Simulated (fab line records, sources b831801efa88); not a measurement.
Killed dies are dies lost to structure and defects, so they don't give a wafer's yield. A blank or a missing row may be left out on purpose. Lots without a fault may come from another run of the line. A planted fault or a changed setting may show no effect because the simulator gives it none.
Problem report in the 8D (eight disciplines) form, filled by code | flow sky130 | the parts of the form that need people (team, actions taken, sign-off) are left out

1. THE PROBLEM
VIA4_HDPCVD_THK at SKY_VIA4_THK_MEAS_01 reads a mean of 1971 nm on 3 wafers of 2 lots; wafers without a fault read 1756 nm with a standard deviation of 16. That is +13 standard deviations from the usual mean.
First seen on wafer L631.2, day 43 19:31, on film_metro-01. The record holds 33 wafers of 11 lots with a number at this step. Rule for "out", or "out of limits": more than 4 standard deviations from the usual mean. The other wafers with a number count as sound.

2. WHAT IT IS AND WHAT IT IS NOT
question                    | is                           | is not
which readings at this step | VIA4_HDPCVD_THK              | -
which lots                  | L631, L636                   | L624, L625, L626, L627, L628, L639, L640, L642, L647
which wafers of those lots  | L631.2, L631.5, L636.5       | L631.1, L636.1, L636.4
read on which gauges        | film_metro-01, film_metro-02 | film_metro-03
when                        | from day 43 19:31            | up to then (16 sound wafers); but 14 sound wafers of L636, L639, L640, L642, L647 came after

3. SUSPECTS, AND WHAT RULES EACH OUT
Counting: a tool at a process step up to the reading stays a suspect if it ran every lot that is out. Sound lots after the first of them don't rule it out here, since some wafers of a struck lot are sound.
- the gauge at SKY_VIA4_THK_MEAS_01: ruled out. The wafers that are out were read on 2 gauges (film_metro-01, film_metro-02).
- pvd_sputter-02 at SKY_METAL4_SPUTTER_01 (material TiN, target thk 20 nm, time 16.7 s): kept. It ran every lot that is out, first L631 (day 41 19:17); its last sound lot up to then is L626 (day 40 09:35).
- rie_metal-04 at SKY_METAL4_DESCUM_15 (chemistry O2, time 8 s): kept. It ran every lot that is out, first L631 (day 43 18:25); its last sound lot up to then is L627 (day 43 04:36).
- hdpcvd-02 at SKY_VIA4_HDPCVD_00 (deposits SiO2, target thk 1750 nm, time 291.7 s): kept. It ran every lot that is out, first L631 (day 43 19:20); its last sound lot up to then is L627 (day 43 05:32). Its own readings are out on those wafers: run_length_s.
- Within hdpcvd-02 at SKY_VIA4_HDPCVD_00: the wafers that are out ran in chamber 0; their sound lot-mates ran in chambers 1, 2.
Left after counting: pvd_sputter-02 at SKY_METAL4_SPUTTER_01, rie_metal-04 at SKY_METAL4_DESCUM_15, hdpcvd-02 at SKY_VIA4_HDPCVD_00.

4. THE CAUSE (what the simulator had put in)
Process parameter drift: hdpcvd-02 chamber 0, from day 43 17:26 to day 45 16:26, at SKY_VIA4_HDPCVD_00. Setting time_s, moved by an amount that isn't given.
Counting left 3 suspects, and this tool is among them.

5. THE CHAIN OF EFFECTS, in route order
Each row: a reading whose mean over the struck wafers that have a number lies more than 3 standard deviations from the usual. Only readings for which the record gives a usual standard deviation are gone through. hours: the time from each lot's start at the first step in this table that gives one to its start at this step, as a median over the lots. sigmas: the change in usual standard deviations.
hours | step                 | reading         | usual   | on struck wafers | change | sigmas
0     | SKY_VIA4_HDPCVD_00   | run_length_s    | 319.6 s | 358.3            | +38.7  | +76
0     | SKY_VIA4_THK_MEAS_01 | VIA4_HDPCVD_THK | 1756 nm | 1971             | +215   | +13
The process steps in it:
- SKY_VIA4_HDPCVD_00: deposits SiO2, target thk 1750 nm, time 291.7 s.

6. WHAT WOULD HAVE CAUGHT IT SOONER
In this record the first reading out of limits at a measuring or inspecting step was taken at day 43 19:31, 2 hours after the fault began at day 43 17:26.
The tool's own readings at SKY_VIA4_HDPCVD_00 were out on every struck wafer that the step has a row for (run_length_s): an alarm limit on them would have fired on the first of those.
Of the lots that are out (2), L636 began SKY_VIA4_HDPCVD_00 on hdpcvd-02 after day 43 19:31. A hold on the tool at that time would have spared it.
